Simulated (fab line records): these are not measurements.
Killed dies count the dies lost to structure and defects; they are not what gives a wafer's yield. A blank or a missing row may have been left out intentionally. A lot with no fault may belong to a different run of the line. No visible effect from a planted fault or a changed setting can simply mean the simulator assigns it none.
Lot-split experiment	flow gf180mcu	route with 602 steps; 5 lots, 23 wafers read

SPLIT DETAILS
At GF_V1_SPUTTER_21 (material Ti, target thk 15 nm, time 80.02 s), the setting power w was moved away from the recipe's 2500 W on 5 of the 23 wafers read, by -9.8% to -4.9%. All remaining wafers had this setting at the recipe value.

The split's own step is where the reading is taken.

THE READING
Ti_of_V1_SPUTTER_21.thk nm (the simulator's own value, which no gauge read), in nm, at GF_V1_SPUTTER_21 (material Ti, target thk 15 nm, time 80.02 s). No usual value for it is given in the file. The 18 wafers here that ran the recipe average 14.97 nm, standard deviation 0.22 nm.

wafer	tool, chamber at the split	power w as run, W	against the recipe	Ti_of_V1_SPUTTER_21.thk nm, nm	against lot-mates on the recipe
L074.2	pvd sputter-04, -	2378	-4.9%	14.42	-0.71
L074.6	pvd sputter-04, -	2378	-4.9%	14.42	-0.71
L074.3	pvd sputter-04, -	2378	-4.9%	14.66	-0.47
L074.4	pvd sputter-04, -	2500	recipe	14.98	-
L074.5	pvd sputter-04, -	2500	recipe	15.29	-
L075.1	pvd sputter-04, -	2500	recipe	15.11	-
L075.2	pvd sputter-04, -	2500	recipe	14.79	-
L075.3	pvd sputter-04, -	2500	recipe	14.64	-
L075.4	pvd sputter-04, -	2500	recipe	14.77	-
L075.5	pvd sputter-04, -	2500	recipe	14.85	-
L076.2	pvd sputter-04, -	2500	recipe	15	-
L076.5	pvd sputter-04, -	2500	recipe	14.97	-
L076.6	pvd sputter-04, -	2500	recipe	14.92	-
L080.1	pvd sputter-02, -	2500	recipe	15.19	-
L080.2	pvd sputter-02, -	2500	recipe	15.19	-
L080.3	pvd sputter-02, -	2500	recipe	15.02	-
L080.4	pvd sputter-02, -	2500	recipe	15.1	-
L080.5	pvd sputter-02, -	2500	recipe	15.3	-
L085.1	pvd sputter-03, -	2500	recipe	14.43	-
L085.2	pvd sputter-03, -	2256	-9.8%	13.39	-1.38
L085.4	pvd sputter-03, -	2500	recipe	15.09	-
L085.5	pvd sputter-03, -	2256	-9.8%	13	-1.77
L085.6	pvd sputter-03, -	2500	recipe	14.8	-

FIT RESULTS
A straight line over all 23 wafers: Ti_of_V1_SPUTTER_21.thk nm changes by +0.162 nm for each +1% of power w; r = +0.90; the points scatter about the line by 0.26 nm.
The same after taking each lot's own level away (the mean of its wafers on the recipe; 23 wafers): +0.154 nm for each +1%; r = +0.95; scatter 0.17 nm.
The reading moves by 1.5 nm for the largest change in power w, on that fit.
Measured against the standard deviation above, the lots' own levels, which go from 14.773 to 15.160 nm, span 1.7 times it.
Consequently the slope shifts little with the lot-to-lot level, the two slopes agreeing.
Check: -1.56 nm against its lot-mates is what the line predicts for one of the wafers moved furthest among these (-9.8%) when that wafer is left out of the fit. It came out at -1.38 nm against them.

THESE WAFERS: OTHER SPLITS
These wafers also went through other splits before the reading. Each is held against what the fit with the lots' levels taken away leaves over:
other split on the same wafers	wafers away from the commonest value	r with Ti_of_V1_SPUTTER_21.thk nm (lot level and that fit taken away)
GF_PSD_COAT_02 resist thk nm	4	-0.36
GF_PSD_STRIP_10 o2 flow sccm	8	-0.15
GF_SAB_SOFTBAKE_05 temp c	9	-0.14
GF_SAB_DEVELOP_08 develop time s	3	-0.14
GF_CONTACT_CVD_00 sih4 flow sccm	8	-0.03
GF_M1_SPUTTER_00 power w	7	+0.25
GF_M1_EXPOSE_11 dose mj	4	+0.25
GF_V1_CVD_02 time s	10	+0.11
GF_V1_EXPOSE_11 dose mj	8	-0.05

THE FILE'S OWN FIT
Ti_of_V1_SPUTTER_21.thk nm changes by +0.155 nm for each +1% of power w, r = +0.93.
